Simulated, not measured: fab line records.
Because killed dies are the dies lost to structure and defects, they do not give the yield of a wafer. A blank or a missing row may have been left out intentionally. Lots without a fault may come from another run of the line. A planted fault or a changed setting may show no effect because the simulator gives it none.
Code-filled problem report in 8D (eight disciplines) form	flow sky130	the parts of the form that need people (team, actions taken, sign-off) are left out

## 1. THE ISSUE
Mean LOCAL_INTERCONNECT_TIN_RS at SKY_LOCAL_INTERCONNECT_RS_MEAS_01: 13.31 ohm/sq over 3 wafers in 3 lots; fault-free wafers: 14.12 ohm/sq, standard deviation 0.14. That is -5.8 standard deviations from the usual mean.
The step: measures by four-point-probe.
First seen on wafer L207.1, day 34 18:46, on filmMetro-03. The record has a number at this step for 37 wafers belonging to 13 lots. The rule behind "out" and "out of limits": a value lying over 4 standard deviations away from the usual mean. The other wafers with a number count as sound.

## 2. WHAT IT IS, WHAT IT ISN'T
question	is	is not
which readings at this step	LOCAL_INTERCONNECT_TIN_RS	-
which lots	L207, L208, L209	L192, L193, L194, L195, L196, L197, L198, L199, L210, L213
which wafers of those lots	L207.1, L208.1, L209.1	L207.3, L207.6, L208.2, L209.6
read on which gauges	filmMetro-01, filmMetro-03, filmMetro-04	-
when	from day 34 18:46	up to then (26 sound wafers); but 8 sound wafers of L208, L209, L210, L213 came after

## 3. SUSPECTS, AND WHAT RULES EACH OUT
Counting: a tool at a process step up to the reading stays a suspect if it ran every lot that is out. Sound lots after the first of them don't rule it out here, since some wafers of a struck lot are sound.
- the gauge at SKY_LOCAL_INTERCONNECT_RS_MEAS_01 has been ruled out. The wafers that are out were read on 3 gauges (filmMetro-01, filmMetro-03, filmMetro-04).
- pvdSputter-04 at SKY_LOCAL_INTERCONNECT_SPUTTER_00 (material TiN, target thk 100 nm, time 83.3 s): kept. It processed each lot that is out (first: L207, day 34 18:43); up to then, its last sound lot is L199 (day 31 17:13).
Left after counting: pvdSputter-04 at SKY_LOCAL_INTERCONNECT_SPUTTER_00.

## 4. THE CAUSE (what the simulator had put in)
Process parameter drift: pvdSputter-04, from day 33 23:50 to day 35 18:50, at SKY_LOCAL_INTERCONNECT_SPUTTER_00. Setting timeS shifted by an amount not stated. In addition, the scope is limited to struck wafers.
This tool alone remained once counting was done.

## 5. THE EFFECT CHAIN, in route order
One row per reading whose mean, taken over the struck wafers that have a number, lies over 3 standard deviations from the usual. Only readings for which the record gives a usual standard deviation are gone through. hours: the time from each lot's start at the first step in this table that gives one to its start at this step, as a median over the lots. sigmas: the change in usual standard deviations.
hours	step	reading	usual	on struck wafers	change	sigmas
0	SKY_LOCAL_INTERCONNECT_RS_MEAS_01	LOCAL_INTERCONNECT_TIN_RS	14.12 ohm/sq	13.31	-0.81	-5.8
0	SKY_LOCAL_INTERCONNECT_THK_MEAS_02	LOCAL_INTERCONNECT_TIN_THK	98.7 nm	104.1	+5.4	+5.5
26	SKY_LOCAL_INTERCONNECT_METAL_ETCH_14	oesProductAu	0.942 a.u.	0.978	+0.036	+5.6
The process steps in it:
- SKY_LOCAL_INTERCONNECT_METAL_ETCH_14: etches TiN in Cl2/BCl3, stops on PSG, target depth 110 nm, time 31.4 s.

## 6. HOW IT WOULD HAVE BEEN CAUGHT EARLIER
In this record the first reading out of limits at a measuring or inspecting step was taken at day 34 18:46, 19 hours after the fault began at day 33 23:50.
Of the tool readings at SKY_LOCAL_INTERCONNECT_SPUTTER_00 for which the record gives a usual standard deviation, none was out on any struck wafer, so an alarm limit of 4 standard deviations on them would not have fired.
L208, L209, from the lots that are out (3), started SKY_LOCAL_INTERCONNECT_SPUTTER_00 on pvdSputter-04 later than day 34 18:46. A hold on the tool at that time would have spared those 2.
